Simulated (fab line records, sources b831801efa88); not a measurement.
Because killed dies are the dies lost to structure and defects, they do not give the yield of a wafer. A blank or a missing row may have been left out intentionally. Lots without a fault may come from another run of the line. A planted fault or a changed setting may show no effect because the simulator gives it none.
Which tool was responsible? / flow gf180mcu / Sampling: 24 lots, 72 wafers, 6 of 602 route steps

## WHAT THE GAUGES READ, wafer by wafer
GF_V1_RS_MEAS_24: a four-point-probe measurement.
lot=L074; measured=day 18 05:07; on=film_metro-03; V1_W_RS (ohm/sq)=0.322 0.322 0.319
lot=L075; measured=day 18 11:02; on=film_metro-02; V1_W_RS (ohm/sq)=0.321 0.322 0.321
lot=L076; measured=day 18 19:14; on=film_metro-01; V1_W_RS (ohm/sq)=0.332 0.331 0.331
lot=L077; measured=day 19 07:01; on=film_metro-03; V1_W_RS (ohm/sq)=0.330 0.332 0.333
lot=L078; measured=day 19 16:20; on=film_metro-01; V1_W_RS (ohm/sq)=0.324 0.327 0.325
lot=L079; measured=day 20 02:10; on=film_metro-01; V1_W_RS (ohm/sq)=0.328 0.326 0.331
lot=L080; measured=day 20 17:08; on=film_metro-03; V1_W_RS (ohm/sq)=0.326 0.325 0.326
lot=L081; measured=day 20 19:47; on=film_metro-03; V1_W_RS (ohm/sq)=0.326 0.323 0.321
lot=L082; measured=day 21 09:13; on=film_metro-03; V1_W_RS (ohm/sq)=0.325 0.326 0.326
lot=L083; measured=day 21 19:08; on=film_metro-03; V1_W_RS (ohm/sq)=0.327 0.326 0.322
lot=L084; measured=day 22 01:08; on=film_metro-03; V1_W_RS (ohm/sq)=0.323 0.325 0.323
lot=L085; measured=day 22 10:10; on=film_metro-02; V1_W_RS (ohm/sq)=0.327 0.337 0.328
lot=L086; measured=day 22 18:09; on=film_metro-03; V1_W_RS (ohm/sq)=0.320 0.322 0.322
lot=L087; measured=day 22 21:37; on=film_metro-02; V1_W_RS (ohm/sq)=0.325 0.329 0.328
lot=L088; measured=day 23 11:38; on=film_metro-03; V1_W_RS (ohm/sq)=0.333 0.334 0.331
lot=L089; measured=day 23 16:55; on=film_metro-02; V1_W_RS (ohm/sq)=0.329 0.332 0.334
lot=L090; measured=day 24 04:40; on=film_metro-03; V1_W_RS (ohm/sq)=0.326 0.329 0.325
lot=L091; measured=day 24 07:46; on=film_metro-02; V1_W_RS (ohm/sq)=0.329 0.333 0.332
lot=L092; measured=day 24 22:22; on=film_metro-02; V1_W_RS (ohm/sq)=0.329 0.328 0.323
lot=L093; measured=day 25 00:57; on=film_metro-01; V1_W_RS (ohm/sq)=0.328 0.327 0.327
lot=L094; measured=day 25 10:10; on=film_metro-01; V1_W_RS (ohm/sq)=0.326 0.326 0.327
lot=L095; measured=day 25 15:55; on=film_metro-03; V1_W_RS (ohm/sq)=0.329 0.325 0.327
lot=L096; measured=day 26 01:46; on=film_metro-03; V1_W_RS (ohm/sq)=0.330 0.322 0.322
lot=L097; measured=day 26 08:44; on=film_metro-03; V1_W_RS (ohm/sq)=0.329 0.332 0.329

GF_M4_OVL_MEAS_15.
lot=L074; measured=day 23 12:11; on=overlay-01; M4_OVL (nm)=-3 -2 1
lot=L075; measured=day 23 21:27; on=overlay-02; M4_OVL (nm)=0 -3 5
lot=L076; measured=day 24 00:26; on=overlay-01; M4_OVL (nm)=7 -3 -4
lot=L077; measured=day 24 12:21; on=overlay-01; M4_OVL (nm)=-6 4 5
lot=L078; measured=day 24 19:55; on=overlay-01; M4_OVL (nm)=-4 -3 -15
lot=L079; measured=day 25 04:05; on=overlay-02; M4_OVL (nm)=3 3 6
lot=L080; measured=day 25 17:30; on=overlay-02; M4_OVL (nm)=-2 -2 -4
lot=L081; measured=day 25 22:47; on=overlay-02; M4_OVL (nm)=4 -8 1
lot=L082; measured=day 26 06:45; on=overlay-02; M4_OVL (nm)=-2 3 -4
lot=L083; measured=day 26 18:55; on=overlay-02; M4_OVL (nm)=14 7 10
lot=L084; measured=day 26 22:52; on=overlay-01; M4_OVL (nm)=-7 -11 -9
lot=L085; measured=day 27 04:06; on=overlay-02; M4_OVL (nm)=-5 0 2
lot=L086; measured=day 27 13:27; on=overlay-02; M4_OVL (nm)=-6 -4 3
lot=L087; measured=day 27 16:45; on=overlay-02; M4_OVL (nm)=7 5 2
lot=L088; measured=day 28 02:18; on=overlay-02; M4_OVL (nm)=2 5 8
lot=L089; measured=day 28 08:17; on=overlay-02; M4_OVL (nm)=-4 2 7
lot=L090; measured=day 28 20:02; on=overlay-02; M4_OVL (nm)=4 5 10
lot=L091; measured=day 28 21:39; on=overlay-01; M4_OVL (nm)=2 5 3
lot=L092; measured=day 29 15:09; on=overlay-01; M4_OVL (nm)=0 -2 2
lot=L093; measured=day 29 15:35; on=overlay-01; M4_OVL (nm)=5 -2 0
lot=L094; measured=day 29 19:58; on=overlay-01; M4_OVL (nm)=6 3 8
lot=L095; measured=day 30 02:20; on=overlay-01; M4_OVL (nm)=1 9 2
lot=L096; measured=day 30 10:48; on=overlay-02; M4_OVL (nm)=1 3 0
lot=L097; measured=day 30 16:50; on=overlay-02; M4_OVL (nm)=-2 0 -3

GF_MIM_THK_MEAS_06.
lot=L074; measured=day 24 14:09; on=film_metro-02; MIM_CVD_05_THK (nm)=41.4 42.0 42.2
lot=L075; measured=day 25 01:24; on=film_metro-01; MIM_CVD_05_THK (nm)=41.4 42.3 43.1
lot=L076; measured=day 25 01:50; on=film_metro-01; MIM_CVD_05_THK (nm)=41.4 41.0 41.7
lot=L077; measured=day 25 11:50; on=film_metro-02; MIM_CVD_05_THK (nm)=41.9 42.3 42.5
lot=L078; measured=day 25 22:08; on=film_metro-04; MIM_CVD_05_THK (nm)=41.0 41.3 41.6
lot=L079; measured=day 26 04:38; on=film_metro-01; MIM_CVD_05_THK (nm)=42.0 42.5 42.6
lot=L080; measured=day 26 17:49; on=film_metro-02; MIM_CVD_05_THK (nm)=42.0 41.6 43.3
lot=L081; measured=day 26 22:28; on=film_metro-04; MIM_CVD_05_THK (nm)=41.7 41.7 42.4
lot=L082; measured=day 27 06:23; on=film_metro-02; MIM_CVD_05_THK (nm)=41.9 41.7 42.7
lot=L083; measured=day 27 18:04; on=film_metro-02; MIM_CVD_05_THK (nm)=41.8 42.2 42.3
lot=L084; measured=day 27 22:18; on=film_metro-01; MIM_CVD_05_THK (nm)=42.1 42.7 43.0
lot=L085; measured=day 28 03:01; on=film_metro-01; MIM_CVD_05_THK (nm)=42.7 42.9 42.8
lot=L086; measured=day 28 13:01; on=film_metro-02; MIM_CVD_05_THK (nm)=42.7 42.4 42.5
lot=L087; measured=day 28 14:55; on=film_metro-04; MIM_CVD_05_THK (nm)=42.2 43.2 43.1
lot=L088; measured=day 29 00:37; on=film_metro-01; MIM_CVD_05_THK (nm)=42.1 42.3 42.6
lot=L089; measured=day 29 06:50; on=film_metro-01; MIM_CVD_05_THK (nm)=41.5 40.9 41.9
lot=L090; measured=day 29 17:45; on=film_metro-04; MIM_CVD_05_THK (nm)=41.7 41.6 43.0
lot=L091; measured=day 29 20:20; on=film_metro-04; MIM_CVD_05_THK (nm)=42.3 42.8 42.5
lot=L092; measured=day 30 13:34; on=film_metro-01; MIM_CVD_05_THK (nm)=41.6 41.8 42.4
lot=L093; measured=day 30 13:53; on=film_metro-01; MIM_CVD_05_THK (nm)=41.4 42.4 42.5
lot=L094; measured=day 30 18:18; on=film_metro-02; MIM_CVD_05_THK (nm)=42.6 42.8 42.2
lot=L095; measured=day 30 23:35; on=film_metro-04; MIM_CVD_05_THK (nm)=41.4 41.7 42.2
lot=L096; measured=day 31 07:37; on=film_metro-04; MIM_CVD_05_THK (nm)=41.4 41.9 42.1
lot=L097; measured=day 31 13:29; on=film_metro-02; MIM_CVD_05_THK (nm)=41.1 41.7 42.8

GF_TOP_METAL_THK_MEAS_06: measures by xrf.
lot=L074; measured=day 27 08:13; on=film_metro-02; TOP_METAL_ALCU_THK (nm)=921 906 895
lot=L075; measured=day 27 19:34; on=film_metro-04; TOP_METAL_ALCU_THK (nm)=924 915 915
lot=L076; measured=day 27 20:13; on=film_metro-04; TOP_METAL_ALCU_THK (nm)=920 909 892
lot=L077; measured=day 28 04:44; on=film_metro-03; TOP_METAL_ALCU_THK (nm)=909 898 890
lot=L078; measured=day 28 13:40; on=film_metro-02; TOP_METAL_ALCU_THK (nm)=895 899 893
lot=L079; measured=day 28 20:59; on=film_metro-03; TOP_METAL_ALCU_THK (nm)=921 911 908
lot=L080; measured=day 29 09:32; on=film_metro-02; TOP_METAL_ALCU_THK (nm)=914 924 928
lot=L081; measured=day 29 13:43; on=film_metro-02; TOP_METAL_ALCU_THK (nm)=907 900 920
lot=L082; measured=day 29 19:21; on=film_metro-02; TOP_METAL_ALCU_THK (nm)=916 925 923
lot=L083; measured=day 30 07:10; on=film_metro-02; TOP_METAL_ALCU_THK (nm)=927 919 928
lot=L084; measured=day 30 10:53; on=film_metro-03; TOP_METAL_ALCU_THK (nm)=906 898 915
lot=L085; measured=day 30 15:28; on=film_metro-02; TOP_METAL_ALCU_THK (nm)=934 905 923
lot=L086; measured=day 31 00:41; on=film_metro-03; TOP_METAL_ALCU_THK (nm)=904 919 917
lot=L087; measured=day 31 02:57; on=film_metro-02; TOP_METAL_ALCU_THK (nm)=938 939 932
lot=L088; measured=day 31 11:43; on=film_metro-02; TOP_METAL_ALCU_THK (nm)=921 923 914
lot=L089; measured=day 31 17:20; on=film_metro-03; TOP_METAL_ALCU_THK (nm)=924 912 900
lot=L090; measured=day 32 03:05; on=film_metro-04; TOP_METAL_ALCU_THK (nm)=892 907 901
lot=L091; measured=day 32 06:16; on=film_metro-03; TOP_METAL_ALCU_THK (nm)=926 934 915
lot=L092; measured=day 32 20:55; on=film_metro-02; TOP_METAL_ALCU_THK (nm)=889 898 897
lot=L093; measured=day 32 21:44; on=film_metro-02; TOP_METAL_ALCU_THK (nm)=917 913 919
lot=L094; measured=day 33 01:17; on=film_metro-04; TOP_METAL_ALCU_THK (nm)=906 907 898
lot=L095; measured=day 33 06:31; on=film_metro-04; TOP_METAL_ALCU_THK (nm)=905 914 923
lot=L096; measured=day 33 12:18; on=film_metro-03; TOP_METAL_ALCU_THK (nm)=911 928 919
lot=L097; measured=day 33 18:28; on=film_metro-04; TOP_METAL_ALCU_THK (nm)=922 913 910

## EACH LOT AND THE TOOL THAT RAN IT (in order: tool; ch and the chambers of the sampled wafers; start)
lot=L074; GF_V4_ETCH_16=rie_diel-04 ch 0,2,3, day 24 12:22; GF_V4_STRIP_18=plasma_asher-01 ch 0,1, day 24 12:29
lot=L075; GF_V4_ETCH_16=rie_diel-04 ch 0,2, day 24 21:35; GF_V4_STRIP_18=plasma_asher-01 ch 0,1, day 24 21:43
lot=L076; GF_V4_ETCH_16=rie_diel-02 ch 0,2,3, day 24 23:46; GF_V4_STRIP_18=plasma_asher-01 ch 0, day 24 23:54
lot=L077; GF_V4_ETCH_16=rie_diel-01 ch 0,3, day 25 10:10; GF_V4_STRIP_18=plasma_asher-01 ch 0,1, day 25 10:21
lot=L078; GF_V4_ETCH_16=rie_diel-04 ch 0,2,3, day 25 20:31; GF_V4_STRIP_18=plasma_asher-04 ch 0,1, day 25 20:38
lot=L079; GF_V4_ETCH_16=rie_diel-04 ch 1,2,3, day 26 03:01; GF_V4_STRIP_18=plasma_asher-04 ch 0, day 26 03:08
lot=L080; GF_V4_ETCH_16=rie_diel-01 ch 0,1, day 26 16:11; GF_V4_STRIP_18=plasma_asher-03 ch 0,1, day 26 16:19
lot=L081; GF_V4_ETCH_16=rie_diel-04 ch 0,2,3, day 26 20:49; GF_V4_STRIP_18=plasma_asher-01 ch 0,1, day 26 20:57
lot=L082; GF_V4_ETCH_16=rie_diel-02 ch 0,3, day 27 04:46; GF_V4_STRIP_18=plasma_asher-03 ch 0,1, day 27 04:54
lot=L083; GF_V4_ETCH_16=rie_diel-04 ch 2,3, day 27 16:26; GF_V4_STRIP_18=plasma_asher-01 ch 0,1, day 27 16:34
lot=L084; GF_V4_ETCH_16=rie_diel-04 ch 2,3, day 27 20:37; GF_V4_STRIP_18=plasma_asher-03 ch 0,1, day 27 20:49
lot=L085; GF_V4_ETCH_16=rie_diel-01 ch 1,2,3, day 28 01:23; GF_V4_STRIP_18=plasma_asher-03 ch 0,1, day 28 01:31
lot=L086; GF_V4_ETCH_16=rie_diel-01 ch 2,3, day 28 11:23; GF_V4_STRIP_18=plasma_asher-01 ch 0,1, day 28 11:31
lot=L087; GF_V4_ETCH_16=rie_diel-02 ch 0,1, day 28 13:19; GF_V4_STRIP_18=plasma_asher-04 ch 0,1, day 28 13:27
lot=L088; GF_V4_ETCH_16=rie_diel-02 ch 0,2,3, day 28 22:58; GF_V4_STRIP_18=plasma_asher-01 ch 0,1, day 28 23:06
lot=L089; GF_V4_ETCH_16=rie_diel-01 ch 2,3, day 29 05:13; GF_V4_STRIP_18=plasma_asher-04 ch 0,1, day 29 05:20
lot=L090; GF_V4_ETCH_16=rie_diel-01 ch 1,2,3, day 29 16:08; GF_V4_STRIP_18=plasma_asher-03 ch 0,1, day 29 16:16
lot=L091; GF_V4_ETCH_16=rie_diel-04 ch 0,1,2, day 29 18:43; GF_V4_STRIP_18=plasma_asher-04 ch 0,1, day 29 18:51
lot=L092; GF_V4_ETCH_16=rie_diel-04 ch 0,1,2, day 30 11:31; GF_V4_STRIP_18=plasma_asher-03 ch 0,1, day 30 11:38
lot=L093; GF_V4_ETCH_16=rie_diel-01 ch 1,2,3, day 30 11:52; GF_V4_STRIP_18=plasma_asher-03 ch 0,1, day 30 12:01
lot=L094; GF_V4_ETCH_16=rie_diel-04 ch 1,2,3, day 30 16:16; GF_V4_STRIP_18=plasma_asher-04 ch 0,1, day 30 16:25
lot=L095; GF_V4_ETCH_16=rie_diel-04 ch 0,1,3, day 30 21:58; GF_V4_STRIP_18=plasma_asher-04 ch 0,1, day 30 22:05
lot=L096; GF_V4_ETCH_16=rie_diel-04 ch 0,1,3, day 31 06:01; GF_V4_STRIP_18=plasma_asher-04 ch 0,1, day 31 06:08
lot=L097; GF_V4_ETCH_16=rie_diel-01 ch 2,3, day 31 11:50; GF_V4_STRIP_18=plasma_asher-04 ch 0, day 31 11:58
- GF_V4_ETCH_16: etches BARC in N2/H2.
- GF_V4_STRIP_18: strips in O2/N2.

## WHAT THE TOOLS THEMSELVES READ (means of the sampled wafers that have a number; where no wafer has one, the mark that the record gives instead)
GF_V4_ETCH_16.
lot=L074; tool=rie_diel-04; drypump_motor_current_A (A)=5.5; h2_flow_sccm (sccm)=200.5; oes_product_au (a.u.)=0.858; throttle_valve_pct (%)=13.218
lot=L075; tool=rie_diel-04; drypump_motor_current_A (A)=5.2; h2_flow_sccm (sccm)=199.5; oes_product_au (a.u.)=0.857; throttle_valve_pct (%)=13.222
lot=L076; tool=rie_diel-02; drypump_motor_current_A (A)=5.5; h2_flow_sccm (sccm)=199.5; oes_product_au (a.u.)=0.858; throttle_valve_pct (%)=13.225
lot=L077; tool=rie_diel-01; drypump_motor_current_A (A)=6.1; h2_flow_sccm (sccm)=199.8; oes_product_au (a.u.)=0.854; throttle_valve_pct (%)=13.228
lot=L078; tool=rie_diel-04; drypump_motor_current_A (A)=5.4; h2_flow_sccm (sccm)=200.3; oes_product_au (a.u.)=0.855; throttle_valve_pct (%)=13.225
lot=L079; tool=rie_diel-04; drypump_motor_current_A (A)=6.0; h2_flow_sccm (sccm)=200.0; oes_product_au (a.u.)=0.855; throttle_valve_pct (%)=13.225
lot=L080; tool=rie_diel-01; drypump_motor_current_A (A)=6.0; h2_flow_sccm (sccm)=199.4; oes_product_au (a.u.)=0.852; throttle_valve_pct (%)=13.226
lot=L081; tool=rie_diel-04; drypump_motor_current_A (A)=5.4; h2_flow_sccm (sccm)=199.9; oes_product_au (a.u.)=0.854; throttle_valve_pct (%)=13.221
lot=L082; tool=rie_diel-02; drypump_motor_current_A (A)=5.4; h2_flow_sccm (sccm)=200.4; oes_product_au (a.u.)=0.852; throttle_valve_pct (%)=13.218
lot=L083; tool=rie_diel-04; drypump_motor_current_A (A)=5.7; h2_flow_sccm (sccm)=199.4; oes_product_au (a.u.)=0.851; throttle_valve_pct (%)=13.224
lot=L084; tool=rie_diel-04; drypump_motor_current_A (A)=5.7; h2_flow_sccm (sccm)=199.5; oes_product_au (a.u.)=0.861; throttle_valve_pct (%)=13.223
lot=L085; tool=rie_diel-01; drypump_motor_current_A (A)=6.4; h2_flow_sccm (sccm)=200.2; oes_product_au (a.u.)=0.860; throttle_valve_pct (%)=13.223
lot=L086; tool=rie_diel-01; drypump_motor_current_A (A)=6.4; h2_flow_sccm (sccm)=200.4; oes_product_au (a.u.)=0.854; throttle_valve_pct (%)=13.226
lot=L087; tool=rie_diel-02; drypump_motor_current_A (A)=5.6; h2_flow_sccm (sccm)=200.1; oes_product_au (a.u.)=0.856; throttle_valve_pct (%)=13.216
lot=L088; tool=rie_diel-02; drypump_motor_current_A (A)=5.5; h2_flow_sccm (sccm)=199.2; oes_product_au (a.u.)=0.858; throttle_valve_pct (%)=13.219
lot=L089; tool=rie_diel-01; drypump_motor_current_A (A)=6.4; h2_flow_sccm (sccm)=199.3; oes_product_au (a.u.)=0.852; throttle_valve_pct (%)=13.227
lot=L090; tool=rie_diel-01; drypump_motor_current_A (A)=6.4; h2_flow_sccm (sccm)=200.4; oes_product_au (a.u.)=0.854; throttle_valve_pct (%)=13.231
lot=L091; tool=rie_diel-04; drypump_motor_current_A (A)=5.8; h2_flow_sccm (sccm)=200.0; oes_product_au (a.u.)=0.857; throttle_valve_pct (%)=13.229
lot=L092; tool=rie_diel-04; drypump_motor_current_A (A)=5.7; h2_flow_sccm (sccm)=200.0; oes_product_au (a.u.)=0.851; throttle_valve_pct (%)=13.221
lot=L093; tool=rie_diel-01; drypump_motor_current_A (A)=6.3; h2_flow_sccm (sccm)=200.0; oes_product_au (a.u.)=0.853; throttle_valve_pct (%)=13.219
lot=L094; tool=rie_diel-04; drypump_motor_current_A (A)=6.0; h2_flow_sccm (sccm)=200.2; oes_product_au (a.u.)=0.853; throttle_valve_pct (%)=13.229
lot=L095; tool=rie_diel-04; drypump_motor_current_A (A)=5.6; h2_flow_sccm (sccm)=199.8; oes_product_au (a.u.)=0.859; throttle_valve_pct (%)=13.221
lot=L096; tool=rie_diel-04; drypump_motor_current_A (A)=5.6; h2_flow_sccm (sccm)=199.8; oes_product_au (a.u.)=0.853; throttle_valve_pct (%)=13.230
lot=L097; tool=rie_diel-01; drypump_motor_current_A (A)=6.4; h2_flow_sccm (sccm)=200.1; oes_product_au (a.u.)=0.861; throttle_valve_pct (%)=13.223

GF_V4_STRIP_18.
lot=L074; tool=plasma_asher-01; drypump_motor_current_A (A)=5.7; heater_power_w (W)=310; o2_flow_sccm (sccm)=2997; oes_product_au (a.u.)=0.592
lot=L075; tool=plasma_asher-01; drypump_motor_current_A (A)=5.7; heater_power_w (W)=309; o2_flow_sccm (sccm)=3002; oes_product_au (a.u.)=0.595
lot=L076; tool=plasma_asher-01; drypump_motor_current_A (A)=5.6; heater_power_w (W)=303; o2_flow_sccm (sccm)=2999; oes_product_au (a.u.)=0.592
lot=L077; tool=plasma_asher-01; drypump_motor_current_A (A)=5.7; heater_power_w (W)=314; o2_flow_sccm (sccm)=3002; oes_product_au (a.u.)=0.593
lot=L078; tool=plasma_asher-04; drypump_motor_current_A (A)=5.6; heater_power_w (W)=333; o2_flow_sccm (sccm)=3005; oes_product_au (a.u.)=0.595
lot=L079; tool=plasma_asher-04; drypump_motor_current_A (A)=6.3; heater_power_w (W)=345; o2_flow_sccm (sccm)=2998; oes_product_au (a.u.)=0.590
lot=L080; tool=plasma_asher-03; drypump_motor_current_A (A)=5.7; heater_power_w (W)=332; o2_flow_sccm (sccm)=3000; oes_product_au (a.u.)=0.595
lot=L081; tool=plasma_asher-01; drypump_motor_current_A (A)=5.7; heater_power_w (W)=312; o2_flow_sccm (sccm)=2992; oes_product_au (a.u.)=0.595
lot=L082; tool=plasma_asher-03; drypump_motor_current_A (A)=5.7; heater_power_w (W)=340; o2_flow_sccm (sccm)=2992; oes_product_au (a.u.)=0.592
lot=L083; tool=plasma_asher-01; drypump_motor_current_A (A)=5.9; heater_power_w (W)=320; o2_flow_sccm (sccm)=3004; oes_product_au (a.u.)=0.598
lot=L084; tool=plasma_asher-03; drypump_motor_current_A (A)=5.9; heater_power_w (W)=357; o2_flow_sccm (sccm)=2994; oes_product_au (a.u.)=0.591
lot=L085; tool=plasma_asher-03; drypump_motor_current_A (A)=5.7; heater_power_w (W)=335; o2_flow_sccm (sccm)=2993; oes_product_au (a.u.)=0.592
lot=L086; tool=plasma_asher-01; drypump_motor_current_A (A)=5.7; heater_power_w (W)=315; o2_flow_sccm (sccm)=3005; oes_product_au (a.u.)=0.588
lot=L087; tool=plasma_asher-04; drypump_motor_current_A (A)=5.6; heater_power_w (W)=330; o2_flow_sccm (sccm)=3010; oes_product_au (a.u.)=0.592
lot=L088; tool=plasma_asher-01; drypump_motor_current_A (A)=5.9; heater_power_w (W)=320; o2_flow_sccm (sccm)=2995; oes_product_au (a.u.)=0.594
lot=L089; tool=plasma_asher-04; drypump_motor_current_A (A)=5.9; heater_power_w (W)=345; o2_flow_sccm (sccm)=3001; oes_product_au (a.u.)=0.589
lot=L090; tool=plasma_asher-03; drypump_motor_current_A (A)=5.9; heater_power_w (W)=350; o2_flow_sccm (sccm)=2996; oes_product_au (a.u.)=0.592
lot=L091; tool=plasma_asher-04; drypump_motor_current_A (A)=5.9; heater_power_w (W)=338; o2_flow_sccm (sccm)=2995; oes_product_au (a.u.)=0.598
lot=L092; tool=plasma_asher-03; drypump_motor_current_A (A)=5.9; heater_power_w (W)=360; o2_flow_sccm (sccm)=3000; oes_product_au (a.u.)=0.594
lot=L093; tool=plasma_asher-03; drypump_motor_current_A (A)=5.7; heater_power_w (W)=335; o2_flow_sccm (sccm)=3001; oes_product_au (a.u.)=0.592
lot=L094; tool=plasma_asher-04; drypump_motor_current_A (A)=5.6; heater_power_w (W)=325; o2_flow_sccm (sccm)=2989; oes_product_au (a.u.)=0.594
lot=L095; tool=plasma_asher-04; drypump_motor_current_A (A)=6.0; heater_power_w (W)=336; o2_flow_sccm (sccm)=2998; oes_product_au (a.u.)=0.590
lot=L096; tool=plasma_asher-04; drypump_motor_current_A (A)=6.0; heater_power_w (W)=335; o2_flow_sccm (sccm)=2995; oes_product_au (a.u.)=0.592
lot=L097; tool=plasma_asher-04; drypump_motor_current_A (A)=6.3; heater_power_w (W)=345; o2_flow_sccm (sccm)=3002; oes_product_au (a.u.)=0.594

## THE ANSWER, worked out from the rows above alone
Rule: usual is defined by the lots themselves. The widest of any qualifying gaps counts: lots, ordered by their means at a reading, are off when they make up no more than a third of the lots, leave a main group of 4 or more, and stand apart from it by 3 or more times the standard deviation of that group's means. The tables above print the reading to a certain number of digits; a main group whose means all agree to those digits is not used. A lot without any number at a reading at which 4 lots or more have one is off too. All remaining lots with rows at the step are treated as sound. First the gauges in route order, then the tools' own readings, where a lot's mean is used as printed above. The first step at which some lot is off is used, and at that step the reading that is off furthest; a lot without a number counts as furthest.
Across all readings shown, no lot is off: no conclusion can be drawn from this.

## WHAT WAS PUT IN BY THE SIMULATOR
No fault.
